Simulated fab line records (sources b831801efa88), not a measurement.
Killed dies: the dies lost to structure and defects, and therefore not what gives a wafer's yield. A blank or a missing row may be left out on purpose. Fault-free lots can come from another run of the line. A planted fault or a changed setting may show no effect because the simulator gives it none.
Struck lot and sound lot, side by side -- flow sky130 -- 15 out of 708 route steps
Sound: the wafers L932.2, L932.5, L932.6. Wafers struck: L935.2, L935.5, L935.6. The cause comes at the end.
Per side, at each step with rows, come the tool, then ch with its chambers, and then its first start. Under that, the readings that differ: sound wafers -- struck wafers -- difference of the means -- sigmas: that difference in standard deviations of wafers without a fault.
alike: words and numbers the same on both sides, and readings whose means are apart by under 2 such deviations; not compared: readings that were withheld, readings missing a value for some wafer, numbers with overlapping values and no deviation given by the record, and bounds like >300 which may hide the same value.
Wherever a step has rows on one side only, a row that says differs or no value, or a row with sigmas, the two part there. When numbers do not overlap yet have no deviation, they are printed without sigmas and do not part them. A reading that every wafer of one side lacks parts them only if that side has two wafers or more.

SKY_LDD_HVP_STRIP_09: strips in O2/N2.
  sound on plasma asher-01 ch 0,1, day 21 15:36; struck on plasma asher-02 ch 0,1, day 22 08:27
  alike: drypump motor current A, o2 flow sccm, oes product au, strip time to endpoint s
  not compared: rf hours counter h
SKY_LDD_HVP_TW_MEAS_10:
  sound on film metro-01, day 21 15:43; struck on film metro-04, day 22 08:34
  alike: LDD_HVP_TW
then, 7 steps without rows for these wafers: SKY_LDD_LDN_DEHYDRATE_00 (time 60 s); SKY_LDD_LDN_HMDS_01 (prime time 60 s); SKY_LDD_LDN_COAT_02 (resist thk 1140 nm); SKY_LDD_LDN_SOFTBAKE_03 (time 60 s); SKY_LDD_LDN_EXPOSE_04 (exposes mask LDNTM, target cd 700 nm); SKY_LDD_LDN_PEB_05; SKY_LDD_LDN_DEVELOP_06 (develop time 60 s).
SKY_LDD_LDN_OVL_MEAS_07:
  sound on overlay-01, day 22 21:13; struck on overlay-01, day 23 13:35
reading,sound,struck,difference,sigmas
LDD_LDN_OVL (nm),1.7 0.8 1.0,-2.2 -1.3 -1.9,-3.0,-2
then, 2 steps without rows for these wafers: SKY_LDD_LDN_IMPLANT_08; SKY_LDD_LDN_IMPLANT_09.
SKY_LDD_LDN_IMPLANT_10:
  sound on implanter-04 ch 0, day 22 21:34; struck on implanter-04 ch 0, day 23 13:56
reading,sound,struck,difference,sigmas
beam energy keV,15.005 15.003 14.998,14.792 14.786 14.788,-0.213,-50
model.implant.drp nm (nm),5.933 5.933 5.933,5.877 5.877 5.877,-0.056,
  alike: beam on s
next, for these wafers, 1 step has no rows: SKY_LDD_LDN_IMPLANT_11.
-- a jump in the record: the struck wafers' starts before and after are 23 days apart (it breaks off in module LDD_LDN and resumes in module PAD_OPEN, where the first step shown is number 708 of the route) --
SKY_PAD_OPEN_PROBE_99:
  rows exist in the record for the struck wafers here (prober-02, day 46 14:25), but not for the sound ones

## WHERE THEY PART
At SKY_LDD_LDN_OVL_MEAS_07 first; at SKY_PAD_OPEN_PROBE_99 last (within this record only).

WHY: whatever the simulator had introduced
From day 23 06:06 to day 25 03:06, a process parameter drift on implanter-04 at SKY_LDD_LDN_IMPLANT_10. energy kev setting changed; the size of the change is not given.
